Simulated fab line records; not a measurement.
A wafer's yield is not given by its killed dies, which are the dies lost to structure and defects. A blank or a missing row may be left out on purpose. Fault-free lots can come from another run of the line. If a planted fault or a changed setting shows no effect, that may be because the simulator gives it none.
Code-filled problem report in 8D (eight disciplines) form | flow gf180mcu | the parts of the form that need people (team, actions taken, sign-off) are left out

1. PROBLEM STATEMENT
Wafers free of any fault read 207.1 nm (standard deviation 2) for STI_CVD_03_THK at GF_STI_THK_MEAS_04, against a mean of 223.0 nm on 9 wafers of 3 lots. That puts it +7.9 standard deviations away from the usual mean.
First seen on wafer L581.1, day 5 02:34, on filmMetro-04. At this step, 30 wafers from 10 lots have a number in the record. Rule for "out", or "out of limits": more than 4 standard deviations from the usual mean. Any other wafer with a number is counted as sound.

2. WHAT IT IS AND WHAT IT IS NOT
question                    | is                         | is not
which readings at this step | STI_CVD_03_THK             | -
which lots                  | L581, L582, L583           | L564, L567, L568, L571, L572, L573, L575
which wafers of those lots  | all that have a number     | -
read on which gauges        | filmMetro-01, filmMetro-04 | filmMetro-02
when                        | from day 5 02:34           | up to then (21 sound wafers)

3. SUSPECTS, AND WHAT RULES EACH OUT
Counting: a tool at a process step up to the reading stays a suspect if it ran every lot that is out and no sound lot after the first of them.
- ruled out: the gauge at GF_STI_THK_MEAS_04. Those wafers that are out were read across 2 gauges (filmMetro-01, filmMetro-04).
- lpcvd-01 at GF_STI_CVD_03 (deposits Si3N4 from DCS/NH3, target thk 207.16 nm, time 3551 s): kept. All lots that are out passed through it, beginning with L581 at day 5 00:34, and no sound lot followed; its final sound lot before that point was L575 at day 3 18:40.
The count leaves lpcvd-01 at GF_STI_CVD_03.

4. THE CAUSE (what the simulator had put in)
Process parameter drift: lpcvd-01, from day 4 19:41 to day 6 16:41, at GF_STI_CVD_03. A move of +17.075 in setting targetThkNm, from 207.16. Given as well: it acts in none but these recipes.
Counting left only this tool.

5. THE EFFECT CHAIN, in route order
One row per reading whose mean, taken over the struck wafers that have a number, lies over 3 standard deviations from the usual. Readings are gone through only where the record gives a usual standard deviation; hours: the median, over the lots, of the time from a lot's start at the first step in this table giving one to that lot's start at this step; sigmas: the change measured in usual standard deviations.
hours | step               | reading        | usual      | on struck wafers | change | sigmas
0     | GF_STI_THK_MEAS_04 | STI_CVD_03_THK | 207.1 nm   | 223.0            | +15.9  | +7.9
15    | GF_STI_ETCH_13     | oesProductAu   | 0.832 a.u. | 0.867            | +0.035 | +6.4
Here are the process steps it includes:
- GF_STI_ETCH_13: etches the open film in CHF3/O2, stops on Si, target depth 282.31 nm, time 112.9 s.

6. WHAT WOULD HAVE CAUGHT IT SOONER
Counted from the fault's start at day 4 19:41, it took 7 hours until the first out-of-limits reading at a measuring or inspecting step in this record, taken at day 5 02:34.
An alarm limit of 4 standard deviations would not have fired on the tool readings at GF_STI_CVD_03 for which the record gives a usual standard deviation, since none of them was out on any struck wafer.
Lots out: 3; of these, L582, L583 started GF_STI_CVD_03 on lpcvd-01 after day 5 02:34. A hold on the tool at that time would have spared those 2.
